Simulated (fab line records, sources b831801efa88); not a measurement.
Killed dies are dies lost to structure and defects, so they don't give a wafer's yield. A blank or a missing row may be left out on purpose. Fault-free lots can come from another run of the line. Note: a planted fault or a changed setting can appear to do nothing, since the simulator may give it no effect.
Struck lot and sound lot, side by side | flow gf180mcu | 15 out of 602 route steps
Sound: wafers L301.2, L301.3, L301.4. Struck: wafer L313.2 (left out: L313.3, a lot-mate that was not struck); the cause follows at the end.
Per side, at each step with rows, come the tool, then ch with its chambers, and then its first start. Under that, the readings that differ: sound wafers | struck wafers | difference of the means | sigmas: that difference in standard deviations of wafers without a fault.
alike: same words and numbers on both sides, and readings whose means sit less than 2 such deviations apart. not compared: any withheld reading, any reading some wafer has no value for, any bound like >300 that may hide the same value, and any number with overlapping values for which the record gives no deviation.
The two part at a step that has a row with sigmas, a row that says differs or no value, or rows on one side only. Numbers that have no deviation but don't overlap get no sigmas and don't part them. Lack of a reading on every wafer of one side parts them only where that side has two or more wafers.

GF_V2_THK_MEAS_25: measures by xrf.
  sound on filmMetro-04, day 20 19:34; struck on filmMetro-04, day 25 09:33
  alike: V2_W_THK
GF_V2_CMP_26: polishes, stops on SiO2, t overpolish 15 s, target thk 0 nm.
  sound on cmp-02 ch 0,2,3, day 20 19:37; struck on cmp-01 ch 2, day 25 09:39
reading         | sound             | struck | difference | sigmas
slurryFlowMlMin | 149.3 150.0 149.2 | 150.5  | +1.0       | +2
  alike: motorCurrentA, overpolishRunS, timeToEndpointS
GF_M3_SPUTTER_00: material Ti, target thk 37.5 nm, time 150 s.
  sound on pvdSputter-02, day 20 19:55; struck on pvdSputter-02, day 25 09:54
  alike: cathodeDcPowerW, throttleValvePct
GF_M3_SPUTTER_01: material TiN, target thk 30 nm, time 25 s.
  sound on pvdSputter-02, day 20 20:01; struck on pvdSputter-02, day 25 10:00
  alike: cathodeDcPowerW, throttleValvePct
GF_M3_SPUTTER_02: material AlCu, target thk 450 nm, time 23.9 s.
  sound on pvdSputter-02, day 20 20:04; struck on pvdSputter-02, day 25 10:02
  alike: cathodeDcPowerW, throttleValvePct
GF_M3_SPUTTER_03: material Ti, target thk 10 nm, time 6.7 s.
  sound on pvdSputter-02, day 20 20:05; struck on pvdSputter-02, day 25 10:04
  alike: cathodeDcPowerW, throttleValvePct
then, 1 step without rows for these wafers: GF_M3_SPUTTER_04 (material TiN, target thk 50 nm, time 41.7 s).
GF_M3_RS_MEAS_05: uses a four-point probe to measure.
  sound on filmMetro-02, day 20 20:10; struck on filmMetro-02, day 25 10:08
  alike: M3_ALCU_RS
GF_M3_THK_MEAS_06: measures by xrf.
  sound on filmMetro-02, day 20 20:17; struck on filmMetro-02, day 25 10:15
  alike: M3_ALCU_THK
then, 3 steps without rows for these wafers: GF_M3_DEHYDRATE_07 (time 60 s); GF_M3_HMDS_08 (prime time 60 s); GF_M3_COAT_09 (resist thk 1000 nm).
GF_M3_SOFTBAKE_10: time 60 s.
  sound on lithoTrack-02 ch 0, day 21 08:02; struck on lithoTrack-03 ch 0, day 25 20:23
reading               | sound             | struck | difference | sigmas
heaterPowerTotalW (W) | 92.93 92.97 92.99 | 95.03  | +2.07      | +32
runLengthS (s)        | 88.84 89.04 89.04 | 85.79  | -3.18      | -21
then, 1 step without rows for these wafers: GF_M3_EXPOSE_11 (exposes mask Metal3, target cd 280 nm).
-- the record jumps here: 8 days lie between the struck wafers' starts before and after (it left off in module M3 and takes up again in module PASSIVATION, whose first step shown is number 602 of the route) --
GF_PASSIVATION_PROBE_99:
  record: rows for the struck wafers here (prober-02, day 33 13:51), none for the sound ones

WHERE THEY PART
Earliest at GF_V2_CMP_26; latest, in this record, at GF_PASSIVATION_PROBE_99.

WHY: what had been put in by the simulator
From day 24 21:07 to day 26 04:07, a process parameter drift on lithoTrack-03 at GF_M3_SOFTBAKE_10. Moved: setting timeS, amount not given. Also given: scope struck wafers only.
